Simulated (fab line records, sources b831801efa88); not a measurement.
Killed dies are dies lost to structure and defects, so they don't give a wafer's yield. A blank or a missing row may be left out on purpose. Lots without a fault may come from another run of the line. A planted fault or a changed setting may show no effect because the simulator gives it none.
fab line records | flow sky130
record lots=6 wafers=18 last_day=50
route steps=708 shown METAL1@446 VIA1@458 PAD_OPEN@708
lots that met no fault: from a run of the same line without faults
start_h: hours from the record's first day to the start of the lot's first wafer shown | wait_h: hours since the lot's step before | " the same as in the row above | L1.1+2: a row that stands for several wafers | - no value, or no start given | * or withheld: withheld | < > ~ a bound
route shown NAME@n: a module of which the file shows steps, and the number in the route of the first | usual: mean/standard deviation of fault-free wafers | same: alike in all rows | chamber/n: place in a boat | sites: the reading at each site | _std_site: their standard deviation | _edge_site: outer sites' mean less inner sites' | radius_mm: how far each site lies from the wafer's centre | mask NAME#n: copy n | behind: the tool/chamber that last shaped the wafer | hold: why the lot was held/for how many hours/how that ended | device: the transistor (n, p or np) that didn't switch | end of line: the same wafers' tests at the end of the route | a step without rows: its recipe alone | killed: dies lost to structure and defects at the first sort, not the wafer's yield | map: a wafer's dies, x killed, . not, _ none there
set.NAME: the setting as run; set.NAME@STEP: as run at that earlier step | model.NAME: the simulator's own value behind a step, which no gauge read
lots at some steps of the route; a table a step, a row a wafer
services: from which hour (start_h, from the record's first day; less than 0 if before it) a tool's chamber was out of use, for how many hours, and why
## steps
# step SKY_METAL1_EXPOSE_12
# recipe mask_id=MM1 na=0.8 source_shape=annular sigma_inner=0.55 sigma_outer=0.85 target_cd_nm=140 dose_mj=28
# step SKY_METAL1_PEB_13
# recipe peb_temp_c=withheld peb_time_s=withheld resist=KrF-thick
# step SKY_METAL1_DEVELOP_14
# recipe develop_time_s=60 resist=KrF-thick dev_temp_c=21
# step SKY_METAL1_CD_MEAS_15
# recipe target_cd_nm=140
# usual cd_nm=140.0/1.7
# columns lot.wafer tool chamber start_h wait_h cd_nm
L549.1 cd_sem-01 - 788.34 - 138.4
L549.2 " - " " 138.9
L549.6 " - " " 139.0
L555.1 cd_sem-01 - 824.22 - 140.6
L555.2 " - " " 141.0
L555.3 " - " " 141.6
L556.1 cd_sem-02 - 834.24 - 140.6
L556.4 " - " " 139.8
L556.6 " - " " 140.4
L558.2 cd_sem-01 - 854.93 - 140.5
L558.3 " - " " 141.3
L558.5 " - " " 141.2
L568.2 cd_sem-02 - 922.38 - 140.4
L568.4 " - " " 139.8
L568.5 " - " " 140.6
L570.2 cd_sem-02 - 932.08 - 144.3
L570.4 " - " " 143.2
L570.5 " - " " 142.7
# step SKY_METAL1_OVL_MEAS_16
# usual METAL1_OVL=1/5.9
# columns lot.wafer tool chamber start_h wait_h METAL1_OVL[nm]
L549.1 overlay-02 - 788.46 0.1 -2
L549.2 " - " " -15
L549.6 " - " " -11
L555.1 overlay-01 - 824.34 0.1 -1
L555.2 " - " " -4
L555.3 " - " " -4
L556.1 overlay-02 - 834.36 0.1 10
L556.4 " - " " 5
L556.6 " - " " 3
L558.2 overlay-02 - 855.03 0.1 11
L558.3 " - " " 10
L558.5 " - " " 15
L568.2 overlay-02 - 922.49 0.1 5
L568.4 " - " " 6
L568.5 " - " " -8
L570.2 overlay-02 - 932.19 0.1 6
L570.4 " - " " 9
L570.5 " - " " 0
# step SKY_METAL1_DESCUM_17
# recipe chemistry=O2 source_power_w=150 bias_power_w=0 pressure_mtorr=10 temp_c=40 time_s=8
# usual drypump_motor_current_A=5.8/0.5 oes_product_au=0.996/0.014
# columns lot.wafer tool chamber start_h wait_h drypump_motor_current_A oes_product_au rf_hours_counter_h
L549.1 rie_metal-03 1 788.49 0.0 6.0 0.986 6
L549.2 " 0 " " 6.5 0.993 0
L549.6 " 0 " " 6.5 0.999 -
L555.1 rie_metal-03 0 824.38 0.0 6.5 0.993 2
L555.2 " 1 " " 6.1 0.974 7
L555.3 " 1 " " 6.0 0.966 -
L556.1 rie_metal-02 0 834.40 0.0 5.8 1.004 12
L556.4 " 1 " " 5.3 0.987 -
L556.6 " 0 " " 5.8 1.022 -
L558.2 rie_metal-03 1 855.06 0.0 6.1 0.978 8
L558.3 " 0 " " 6.5 0.994 -
L558.5 " 0 " " 6.5 0.998 -
L568.2 rie_metal-03 0 922.52 0.0 6.5 1.003 6
L568.4 " 1 " " 5.9 0.989 -
L568.5 " 0 " " 6.5 1.008 -
L570.2 rie_metal-01 1 932.22 0.0 5.0 0.983 13
L570.4 " 0 " " 6.2 1.005 -
L570.5 " 1 " " 5.0 1.003 -
# step SKY_METAL1_ETCH_18
# recipe chemistry=N2/H2 target=BARC ion_energy_ev=200 bias_w=100 pressure_mtorr=30 n2_flow_sccm=100 h2_flow_sccm=200 icp_w=500 stop_on=SiO2 time_s=45.9 target_depth_a=600
# usual drypump_motor_current_A=5.9/0.5 oes_product_au=0.855/0.005 throttle_valve_pct=13.224/0.0092
# columns lot.wafer tool chamber start_h wait_h drypump_motor_current_A oes_product_au rf_hours_counter_h throttle_valve_pct
L549.1 rie_metal-03 1 788.53 0.0 6.0 0.855 6 13.236
L549.2 " 0 " " 6.5 0.863 0 13.221
L549.6 " 0 " " 6.5 0.855 - 13.220
L555.1 rie_metal-03 0 824.41 0.0 6.5 0.863 2 13.224
L555.2 " 1 " " 6.0 0.855 7 13.230
L555.3 " 1 " " 6.0 0.859 - 13.220
L556.1 rie_metal-02 0 834.43 0.0 5.8 0.858 12 13.226
L556.4 " 1 " " 5.3 0.857 - 13.219
L556.6 " 0 " " 5.8 0.859 - 13.229
L558.2 rie_metal-03 1 855.10 0.0 6.0 0.853 8 13.211
L558.3 " 0 " " 6.5 0.861 - 13.222
L558.5 " 0 " " 6.5 0.856 - 13.212
L568.2 rie_metal-03 0 922.55 0.0 6.5 0.861 6 13.231
L568.4 " 1 " " 6.1 0.853 - 13.210
L568.5 " 0 " " 6.5 0.863 - 13.228
L570.2 rie_metal-01 1 932.25 0.0 5.0 0.847 13 13.230
L570.4 " 0 " " 6.2 0.852 - 13.235
L570.5 " 1 " " 5.0 0.855 - 13.222
# step SKY_METAL1_METAL_ETCH_19
# recipe target_depth_a=3600 stop_on=SiO2 over_etch_frac=0.3 time_s=78 chemistry=Cl2/BCl3 resist_sidewall_deg=88 pressure_mtorr=10 icp_w=900 bias_w=48.5 Cl2_flow_sccm=60 bcl3_flow_sccm=30
# usual bcl3_flow_sccm=29.99/0.086 drypump_motor_current_A=5.8/0.5 oes_product_au=0.853/0.0058 throttle_valve_pct=22.264/0.0098
# columns lot.wafer tool chamber start_h wait_h bcl3_flow_sccm drypump_motor_current_A oes_product_au rf_hours_counter_h throttle_valve_pct
L549.1 rie_metal-03 1 788.59 0.0 29.95 6.0 0.835 6 22.256
L549.2 " 0 " " 29.98 6.5 0.848 0 22.271
L549.6 " 0 " " 29.92 6.5 0.844 - 22.270
L555.1 rie_metal-03 0 824.47 0.0 29.90 6.5 0.859 2 22.266
L555.2 " 1 " " 29.83 6.0 0.861 7 22.277
L555.3 " 1 " " 29.83 6.0 0.851 - 22.268
L556.1 rie_metal-02 0 834.49 0.0 29.97 5.8 0.861 12 22.261
L556.4 " 1 " " 30.04 5.3 0.858 - 22.273
L556.6 " 0 " " 29.76 5.8 0.861 - 22.280
L558.2 rie_metal-03 1 855.16 0.0 30.05 6.0 0.850 8 22.257
L558.3 " 0 " " 30.07 6.5 0.844 - 22.267
L558.5 " 0 " " 30.03 6.5 0.857 - 22.279
L568.2 rie_metal-03 0 922.61 0.0 30.06 6.6 0.857 6 22.271
L568.4 " 1 " " 30.05 6.0 0.851 - 22.261
L568.5 " 0 " " 30.03 6.5 0.854 - 22.262
L570.2 rie_metal-01 1 932.31 0.0 29.90 5.0 0.854 14 22.266
L570.4 " 0 " " 30.04 6.2 0.861 - 22.264
L570.5 " 1 " " 29.98 5.0 0.855 - 22.251
# step SKY_METAL1_STRIP_20
# recipe chemistry=O2/N2 power_w=1400 pressure_mtorr=1500 platen_temp_c=withheld o2_flow_sccm=3000 n2_flow_sccm=300 overash_fraction=0.5
# usual drypump_motor_current_A=6.06/0.2 oes_product_au=0.344/0.0048 strip_time_to_endpoint_s=2.72/0.065
# columns lot.wafer tool chamber start_h wait_h drypump_motor_current_A oes_product_au rf_hours_counter_h strip_time_to_endpoint_s
L549.1 plasma_asher-02 1 788.68 0.1 6.25 0.349 4 2.80
L549.2 " 0 " " 5.98 0.347 4 2.73
L549.6 " 0 " " 5.99 0.346 - 2.78
L555.1 plasma_asher-02 0 824.56 0.1 6.01 0.346 9 2.79
L555.2 " 1 " " 6.23 0.353 9 2.87
L555.3 " 1 " " 6.25 0.350 - 2.82
L556.1 plasma_asher-02 0 834.58 0.1 6.04 0.340 10 2.59
L556.4 " 1 " " 6.24 0.347 - 2.75
L556.6 " 1 " " 6.24 0.340 - 2.59
L558.2 plasma_asher-01 0 855.25 0.1 6.10 0.351 96 2.82
L558.3 " 1 " " 6.23 0.347 - 2.73
L558.5 " 1 " " 6.25 0.332 - 2.70
L568.2 plasma_asher-01 1 922.70 0.1 6.21 0.338 103 2.68
L568.4 " 0 " " 6.15 0.348 - 2.75
L568.5 " 1 " " 6.21 0.335 - 2.69
L570.2 plasma_asher-04 0 932.40 0.1 6.09 0.337 83 2.69
L570.4 " 1 " " 5.64 0.341 - 2.69
L570.5 " 1 " " 5.67 0.337 - 2.69
# step SKY_METAL1_STRIP_21
# recipe chemistry=post_etch_residue_remover time_s=1200 temp_c=72.5
# step SKY_METAL1_CLEAN_22
# recipe chemistry=IPA time_s=180 temp_c=25
# step SKY_METAL1_CLEAN_23
# recipe chemistry=O3/DIW dry=n2_spin
# step SKY_VIA1_HDPCVD_00
# recipe material=SiO2 target_thk_nm=1030 sigma_open_frac=0.3 time_s=171.7 temp_c=400 sih4_flow_sccm=60 pressure_mtorr=6
# usual sih4_flow_sccm=60.00/0.19
# columns lot.wafer tool chamber start_h wait_h sih4_flow_sccm model.SiO2_of_VIA1_HDPCVD_00.thk_nm
L549.1 hdpcvd-02 1 789.27 0.0 60.26 1016
L549.2 " 2 " " 59.68 1029
L549.6 " 2 " " 59.84 1035
L555.1 hdpcvd-02 1 825.16 0.0 59.94 1038
L555.2 " 0 " " 59.88 1036
L555.3 " 2 " " 60.10 1040
L556.1 hdpcvd-02 0 835.17 0.0 89.63 1537
L556.4 " 1 " " 59.84 1031
L556.6 " 2 " " 59.80 1024
L558.2 hdpcvd-02 0 855.88 0.0 90.11 1542
L558.3 " 2 " " 59.80 1032
L558.5 " 2 " " 60.39 1040
L568.2 hdpcvd-01 1 923.32 0.0 60.14 1038
L568.4 " 0 " " 59.85 1057
L568.5 " 1 " " 60.09 1047
L570.2 hdpcvd-01 2 932.99 0.0 59.92 1009
L570.4 " 1 " " 59.88 1050
L570.5 " 2 " " 60.19 1027
# step SKY_VIA1_THK_MEAS_01
# recipe reads=SiO2_of_VIA1_HDPCVD_00
# usual VIA1_HDPCVD_THK=1032/12
# columns lot.wafer tool chamber start_h wait_h hold VIA1_HDPCVD_THK[nm]
L549.1 film_metro-04 - 789.38 0.1 - 1017
L549.2 " - " " - 1028
L549.6 " - " " - 1035
L555.1 film_metro-04 - 825.27 0.1 - 1039
L555.2 " - " " - 1036
L555.3 " - " " - 1040
L556.1 film_metro-03 - 835.28 0.1 await_dispo/0.2h/release 1538
L556.4 " - " " await_dispo/0.2h/release 1031
L556.6 " - " " await_dispo/0.2h/release 1024
L556.1 film_metro-03 - 835.51 0.2 - 1539
L556.4 " - " " - 1031
L556.6 " - " " - 1023
L558.2 film_metro-04 - 856.00 0.1 await_dispo/0.2h/release 1541
L558.3 " - " " await_dispo/0.2h/release 1033
L558.5 " - " " await_dispo/0.2h/release 1040
L558.2 film_metro-04 - 856.23 0.2 - 1541
L558.3 " - " " - 1033
L558.5 " - " " - 1040
L568.2 film_metro-03 - 923.44 0.1 - 1039
L568.4 " - " " - 1058
L568.5 " - " " - 1047
L570.2 film_metro-03 - 933.11 0.1 - 1010
L570.4 " - " " - 1050
L570.5 " - " " - 1027
# step SKY_VIA1_CMP_02
# recipe material=SiO2 down_force_psi=4 platen_rpm=60 pad_velocity_m_s=0.94248
# usual motor_current_A=12.2/0.96
# columns lot.wafer tool chamber start_h wait_h hold motor_current_A
L549.2 cmp-02 0 789.44 0.0 - 11.6
L549.1 " 1 " " - 10.4
L549.6 " 0 " " - 11.6
L555.2 cmp-01 2 825.33 0.0 - 13.1
L555.3 " 3 " " - 12.1
L555.1 " 1 " " - 13.0
L556.1 cmp-02 0 837.63 2.1 await_dispo/2.0h/release 12.1
L556.4 " 2 " " await_dispo/2.0h/release 13.7
L556.6 " 3 " " await_dispo/2.0h/release 12.3
L558.3 cmp-02 2 859.05 2.8 await_dispo/2.5h/release 13.1
L558.2 " 0 " " await_dispo/2.5h/release 12.4
L558.5 " 2 " " await_dispo/2.5h/release 13.7
L568.2 cmp-01 3 923.54 0.1 - 12.1
L568.4 " 0 " " - 11.8
L568.5 " 3 " " - 12.2
L570.4 cmp-02 1 933.26 0.1 - 9.5
L570.2 " 2 " " - 14.0
L570.5 " 3 " " - 12.1
# step SKY_PAD_OPEN_PROBE_99
# usual defect_limited_yield=82.5/1.7 killed_at_M0_to_M3=42/6.1 killed_at_M4_up=3.1/1.7 killed_at_contacts=24/5.5 killed_at_front_end=16/4.1 killed_at_other=0.3/0.57 killed_dies=86/8.2 killed_open=47/6.8 killed_short=38/5.8 sort_bin_3_pad_short=0.8/0.42 sort_bin_5_function=10.2/1.3 sort_bin_6_memory=6.4/1 sort_n_pass=406/8.2 sort_yield_pct=82.5/1.7
# same gross_dies=492 killed_at_back_side=0 sort_bin_4_leakage[%]=0 sort_bin_8_speed[%]=0
# columns lot.wafer tool chamber start_h wait_h defect_limited_yield[%] killed_at_M0_to_M3 killed_at_M4_up killed_at_contacts killed_at_front_end killed_at_other killed_dies killed_open killed_short sort_bin_3_pad_short[%] sort_bin_5_function[%] sort_bin_6_memory[%] sort_n_pass sort_yield_pct[%]
L549.1 prober-02 - 1092.71 0.1 82.1 51 0 23 14 0 88 60 28 1.2 12.0 4.7 404 82.1
L549.2 prober-02 - 1092.76 0.1 82.7 43 3 21 18 0 85 44 41 0.6 11.0 5.7 407 82.7
L549.6 prober-02 - 1092.96 0.2 83.5 48 1 22 10 0 81 40 41 1.0 10.2 5.3 411 83.5
L555.1 prober-02 - 1121.66 0.1 82.7 31 5 32 16 1 85 47 38 0.8 10.0 6.5 407 82.7
L555.2 prober-02 - 1121.71 0.1 83.1 34 4 31 14 0 83 38 45 1.8 9.3 5.7 409 83.1
L555.3 prober-02 - 1121.76 0.2 80.9 42 7 27 17 1 94 48 46 1.0 11.4 6.7 398 80.9
L570.2 prober-01 - 1196.86 0.1 84.8 40 3 21 11 0 75 39 36 1.0 8.7 5.5 417 84.8
L570.4 prober-01 - 1196.96 0.2 84.8 36 1 24 12 2 75 49 25 0.8 9.6 4.9 417 84.8
L570.5 prober-01 - 1197.01 0.2 82.7 40 5 19 21 0 85 50 34 1.0 9.1 7.1 407 82.7
# killed by level:class
L549.1 VIA1:geometric_particle:open=15 VIA2:geometric_particle:open=12 LI_CONTACT:geometric_particle:open=9 CONTACT:geometric_particle:open=7 POLY_GATE:geometric_particle:open=5 VIA3:geometric_particle:open=5 METAL2:geometric_particle:short=5 LOCAL_INTERCONNECT:geometric_particle:short=4
L549.2 VIA1:geometric_particle:open=12 VIA2:geometric_particle:open=7 METAL2:geometric_particle:short=7 POLY_GATE:geometric_particle:short=6 LI_CONTACT:geometric_particle:open=6 VIA3:geometric_particle:open=6 CONTACT:geometric_particle:open=5 FIELD_ISO:geometric_particle:open=4
L549.6 VIA1:geometric_particle:open=9 METAL3:geometric_particle:short=8 CONTACT:geometric_particle:open=7 VIA2:geometric_particle:open=7 LI_CONTACT:geometric_particle:open=6 VIA1:geometric_particle:short=6 METAL2:geometric_particle:short=5 CONTACT:geometric_particle:short=4
L555.1 CONTACT:geometric_particle:open=13 VIA1:geometric_particle:open=10 CONTACT:geometric_particle:short=8 POLY_GATE:geometric_particle:open=6 LI_CONTACT:geometric_particle:open=6 METAL4:geometric_particle:short=5 VIA1:geometric_particle:short=4 METAL2:geometric_particle:short=4
L555.2 CONTACT:geometric_particle:open=11 CONTACT:geometric_particle:short=8 VIA1:geometric_particle:open=7 LI_CONTACT:geometric_particle:open=5 LOCAL_INTERCONNECT:geometric_particle:short=5 METAL2:geometric_particle:short=5 FIELD_ISO:geometric_particle:short=4 VIA3:geometric_particle:open=4
L555.3 CONTACT:geometric_particle:open=9 VIA1:geometric_particle:open=9 VIA2:geometric_particle:open=7 FIELD_ISO:geometric_particle:open=5 LOCAL_INTERCONNECT:geometric_particle:short=5 METAL1:geometric_particle:short=5 VIA3:geometric_particle:open=5 FIELD_ISO:geometric_particle:short=4
L570.2 VIA1:geometric_particle:open=11 CONTACT:geometric_particle:open=7 METAL2:geometric_particle:short=6 LI_CONTACT:geometric_particle:open=5 VIA3:geometric_particle:short=5 POLY_GATE:geometric_particle:short=4 LI_CONTACT:geometric_particle:short=4 LOCAL_INTERCONNECT:geometric_particle:short=3
L570.4 CONTACT:geometric_particle:open=14 VIA2:geometric_particle:open=11 VIA1:geometric_particle:open=9 FIELD_ISO:geometric_particle:open=5 LI_CONTACT:geometric_particle:short=5 VIA3:geometric_particle:open=4 CONTACT:geometric_particle:short=3 METAL2:geometric_particle:short=3
L570.5 VIA1:geometric_particle:open=10 POLY_GATE:geometric_particle:open=9 VIA2:geometric_particle:open=8 VIA3:geometric_particle:open=6 LI_CONTACT:geometric_particle:open=6 POLY_GATE:geometric_particle:short=4 LI_CONTACT:geometric_particle:short=4 CONTACT:geometric_particle:short=4
## services
# columns tool chamber start_h hours kind
plasma_asher-02 - 770.84 3.6 repair
plasma_asher-01 - 787.19 28.1 pm
hdpcvd-01 - 819.83 14.6 pm
cmp-01 - 822.69 1.9 repair
plasma_asher-01 - 833.94 0.9 repair
rie_metal-03 - 838.19 2.5 repair
plasma_asher-01 - 847.46 3.7 repair
plasma_asher-04 - 848.80 3.8 repair
rie_metal-02 - 851.35 14.6 pm
rie_metal-01 - 854.96 2.8 pm
plasma_asher-04 - 867.69 0.9 repair
cmp-01 - 873.27 15.6 repair
plasma_asher-04 - 878.66 1.5 repair
hdpcvd-01 - 887.43 13.7 repair
cmp-02 - 888.95 2.2 repair
hdpcvd-02 - 898.26 0.7 repair
hdpcvd-01 - 901.18 6.0 pm
cmp-01 - 911.38 0.5 repair
cmp-01 - 913.04 4.0 pm
cmp-01 - 917.04 - consumable_replace:conditioner
cmp-01 - 917.04 - consumable_replace:pad
## key
first_sign step=SKY_VIA1_HDPCVD_00 reading=sih4_flow_sccm direction=up sigmas=99+ usual=60.00 struck=89.87
effect step=SKY_VIA1_THK_MEAS_01 reading=visit direction=added
effect step=SKY_VIA1_THK_MEAS_01 reading=VIA1_HDPCVD_THK direction=up sigmas=41 usual=1032 struck=1540
model_effect step=SKY_VIA1_HDPCVD_00 value=SiO2_of_VIA1_HDPCVD_00.thk_nm without=1025 struck=1540
met_at SKY_VIA1_HDPCVD_00
struck_wafers L556.1,L558.2
onset_between 825.16 835.17
fault kind=process_parameter_drift tool=hdpcvd-02 chamber=0 onset_h=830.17 steps=SKY_VIA1_HDPCVD_00 channel=sih4_flow_sccm offset=30 shape=step end_h=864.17 acts_in=these_recipes_only stated=60
